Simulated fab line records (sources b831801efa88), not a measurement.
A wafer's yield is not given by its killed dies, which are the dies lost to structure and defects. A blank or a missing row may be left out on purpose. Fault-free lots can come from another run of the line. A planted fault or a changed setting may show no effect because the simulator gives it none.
Chamber matching / flow gf180mcu / GF_V5_CMP_26 on cmp-02: 4 sister chambers
The step polishes, stops on SiO2, t overpolish 15 s, target thk 0 nm. 8 wafers are shown with their chamber, then 7 later ones without.

== EACH WAFER AND ITS CHAMBER ==
wafer=L654.3; chamber=0; motor current A (A)=13.2; platen rpm (rpm)=60.06
wafer=L655.1; chamber=1; motor current A (A)=10.5; platen rpm (rpm)=59.99
wafer=L655.4; chamber=3; motor current A (A)=8.9; platen rpm (rpm)=59.99
wafer=L661.1; chamber=3; motor current A (A)=9.2; platen rpm (rpm)=59.97
wafer=L661.2; chamber=1; motor current A (A)=10.9; platen rpm (rpm)=60.01
wafer=L661.5; chamber=0; motor current A (A)=11.9; platen rpm (rpm)=60.06
wafer=L666.3; chamber=2; motor current A (A)=10.9; platen rpm (rpm)=59.96
wafer=L666.5; chamber=2; motor current A (A)=10.8; platen rpm (rpm)=60.02

== WAFERS WHOSE CHAMBER IS MISSING ==
wafer=L666.6; motor current A (A)=10.1; platen rpm (rpm)=60.02
wafer=L670.1; motor current A (A)=11.5; platen rpm (rpm)=60.03
wafer=L670.2; motor current A (A)=9.5; platen rpm (rpm)=60.02
wafer=L670.5; motor current A (A)=12.1; platen rpm (rpm)=60.02
wafer=L671.1; motor current A (A)=10.1; platen rpm (rpm)=59.91
wafer=L671.2; motor current A (A)=12.1; platen rpm (rpm)=60.01
wafer=L671.3; motor current A (A)=10.7; platen rpm (rpm)=59.98

== WHICH CHAMBER EACH ONE RAN IN ==
wafer=L666.6; from the rows above=can't be placed: 1 or 2 or 3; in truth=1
wafer=L670.1; from the rows above=can't be placed: 1 or 2 or 0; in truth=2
wafer=L670.2; from the rows above=can't be placed: 3 or 1 or 2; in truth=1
wafer=L670.5; from the rows above=can't be placed: 0 or 2 or 1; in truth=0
wafer=L671.1; from the rows above=can't be placed: 3 or 2 or 1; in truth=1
wafer=L671.2; from the rows above=can't be placed: 0 or 2 or 1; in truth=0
wafer=L671.3; from the rows above=can't be placed: 2 or 1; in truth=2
Correctly placed: 0 of 7. From these rows, 7 cannot be placed; in 7 the true chamber is one of the candidates. Placed wrongly: 0.
How it was worked out, from the rows above alone: a wafer's distance from a chamber is the root of the sum, over the readings, of the square of ((its reading less the chamber's mean) divided by the reading's scatter). The wafer belongs to the nearest chamber; if the next one is less than 2 further off, it can't be placed. A chamber's mean is the mean of its shown wafers. The scatter: take each reading less its chamber's mean, square it, sum over the shown wafers, divide by the number of wafers less the number of chambers, and take the root.
